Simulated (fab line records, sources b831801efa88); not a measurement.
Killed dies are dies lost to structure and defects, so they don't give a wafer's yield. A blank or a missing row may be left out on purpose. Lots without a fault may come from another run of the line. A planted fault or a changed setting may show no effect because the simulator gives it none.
Which tool did it? | flow sky130 | 12 lots, 36 wafers sampled, at 4 steps of a route of 708

WHAT THE GAUGES READ, wafer by wafer
SKY_VIA3_OVL_MEAS_13. Usual: VIA3_OVL -1 nm, standard deviation 5.3.
lot  | measured     | on         | VIA3_OVL (nm) | flag
L690 | day 40 22:02 | overlay-02 | 1 0 -2        |
L691 | day 41 00:17 | overlay-02 | 4 5 -2        |
L692 | day 41 04:41 | overlay-02 | 7 8 5         |
L693 | day 41 15:38 | overlay-01 | -13 -4 -2     |
L694 | day 41 19:27 | overlay-02 | -6 -3 6       |
L695 | day 42 05:04 | overlay-02 | -1 3 0        |
L697 | day 42 23:05 | overlay-01 | -1 1 -3       |
L699 | day 43 07:20 | overlay-01 | 2 2 3         |
L701 | day 43 16:00 | overlay-01 | 3 1 -4        |
L702 | day 44 01:14 | overlay-01 | -9 -3 -3      |
L709 | day 46 01:30 | overlay-02 | -2 -4 3       |
L708 | day 46 07:54 | overlay-02 | -5 -6 -1      |

SKY_METAL5_THK_MEAS_06: measures by xrf. Usual: METAL5_ALCU_THK 1137 nm, standard deviation 13.
lot  | measured     | on            | METAL5_ALCU_THK (nm) | flag
L690 | day 44 02:02 | film_metro-04 | 1161 1133 1144       |
L691 | day 44 03:28 | film_metro-02 | 1129 1148 1143       |
L692 | day 44 06:46 | film_metro-04 | 1129 1143 1135       |
L693 | day 44 17:52 | film_metro-04 | 1142 1126 1127       |
L694 | day 44 22:29 | film_metro-01 | 1131 1136 1120       |
L695 | day 45 06:16 | film_metro-04 | 1147 1148 1138       |
L697 | day 45 23:53 | film_metro-04 | 1116 1130 1116       |
L699 | day 46 07:37 | film_metro-02 | 1138 1146 1144       |
L701 | day 46 15:02 | film_metro-01 | 1148 1150 1137       |
L702 | day 46 22:25 | film_metro-02 | 1127 1132 1113       |
L709 | day 48 18:04 | film_metro-04 | 1162 1144 1144       |
L708 | day 48 23:35 | film_metro-01 | 1137 1137 1136       |

WHICH TOOL RAN EACH LOT (tool, then ch and the chambers of the sampled wafers, then the start)
lot  | SKY_METAL2_ETCH_18                | SKY_METAL5_SPUTTER_01
L690 | rie_metal-01 ch 0,1, day 36 10:06 | pvd_sputter-02, day 44 01:46
L691 | rie_metal-01 ch 0,1, day 36 14:08 | pvd_sputter-02, day 44 03:11
L692 | rie_metal-04 ch 1, day 36 19:06   | pvd_sputter-03, day 44 06:30
L693 | rie_metal-04 ch 1, day 37 05:23   | pvd_sputter-02, day 44 17:36
L694 | rie_metal-04 ch 1, day 37 09:39   | pvd_sputter-03, day 44 22:13
L695 | rie_metal-03 ch 0,1, day 37 20:01 | pvd_sputter-02, day 45 06:00
L697 | rie_metal-04 ch 0,1, day 38 15:20 | pvd_sputter-01, day 45 23:37
L699 | rie_metal-01 ch 1, day 39 02:24   | pvd_sputter-03, day 46 07:21
L701 | rie_metal-04 ch 0, day 39 10:43   | pvd_sputter-02, day 46 14:45
L702 | rie_metal-04 ch 1, day 39 21:57   | pvd_sputter-02, day 46 22:09
L709 | rie_metal-04 ch 1, day 42 01:24   | pvd_sputter-03, day 48 17:47
L708 | rie_metal-03 ch 0,1, day 42 11:17 | pvd_sputter-02, day 48 23:17
- SKY_METAL2_ETCH_18: etches BARC in N2/H2, stops on SiO2, time 45.9 s, target depth 60 nm.
- SKY_METAL5_SPUTTER_01: material TiN, target thk 20 nm, time 16.7 s.

WHAT THE TOOLS THEMSELVES READ (means of the sampled wafers that have a number; where no wafer has one, the mark that the record gives instead)
SKY_METAL2_ETCH_18. Usual: drypump_motor_current_A 5.71 A, standard deviation 0.29; oes_product_au 0.855 a.u., standard deviation 0.0048; throttle_valve_pct 13.224 %, standard deviation 0.0097.
lot  | tool         | drypump_motor_current_A (A) | oes_product_au (a.u.) | throttle_valve_pct (%) | flag
L690 | rie_metal-01 | 5.61                        | 0.855                 | 13.227                 |
L691 | rie_metal-01 | 5.60                        | 0.857                 | 13.230                 |
L692 | rie_metal-04 | 6.02                        | 0.852                 | 13.227                 |
L693 | rie_metal-04 | 6.04                        | 0.856                 | 13.231                 |
L694 | rie_metal-04 | 6.05                        | 0.854                 | 13.222                 |
L695 | rie_metal-03 | 5.83                        | 0.852                 | 13.228                 |
L697 | rie_metal-04 | 5.40                        | 0.850                 | 13.232                 |
L699 | rie_metal-01 | 5.71                        | 0.854                 | 13.213                 |
L701 | rie_metal-04 | 5.08                        | 0.857                 | 13.214                 |
L702 | rie_metal-04 | 6.03                        | 0.857                 | 13.241                 |
L709 | rie_metal-04 | 6.04                        | 0.857                 | 13.222                 |
L708 | rie_metal-03 | 5.85                        | 0.855                 | 13.220                 |

SKY_METAL5_SPUTTER_01. Usual: throttle_valve_pct 29.9 %, standard deviation 0.69.
lot  | tool           | throttle_valve_pct (%) | flag
L690 | pvd_sputter-02 | 29.7                   |
L691 | pvd_sputter-02 | 29.7                   |
L692 | pvd_sputter-03 | 30.8                   |
L693 | pvd_sputter-02 | 29.8                   |
L694 | pvd_sputter-03 | 30.2                   |
L695 | pvd_sputter-02 | 29.6                   |
L697 | pvd_sputter-01 | 29.6                   |
L699 | pvd_sputter-03 | 30.3                   |
L701 | pvd_sputter-02 | 29.6                   |
L702 | pvd_sputter-02 | 29.2                   |
L709 | pvd_sputter-03 | 30.2                   |
L708 | pvd_sputter-02 | 29.6                   |

THE ANSWER, worked out from the rows above alone
Rule: a lot is off if the mean of its wafers that have a number lies more than 3 standard deviations from the usual mean. A lot without any number at a reading at which 4 lots or more have one is off too. The other lots that the step has rows for count as sound. The gauges are gone through in route order, then the tools' own readings, and for those a lot's mean is taken as printed above. The first step at which some lot is off is used, and at that step the reading that is off furthest; a lot without a number counts as furthest.
No lot is off at any reading shown: from this, nothing can be told.

WHAT THE SIMULATOR HAD PUT IN
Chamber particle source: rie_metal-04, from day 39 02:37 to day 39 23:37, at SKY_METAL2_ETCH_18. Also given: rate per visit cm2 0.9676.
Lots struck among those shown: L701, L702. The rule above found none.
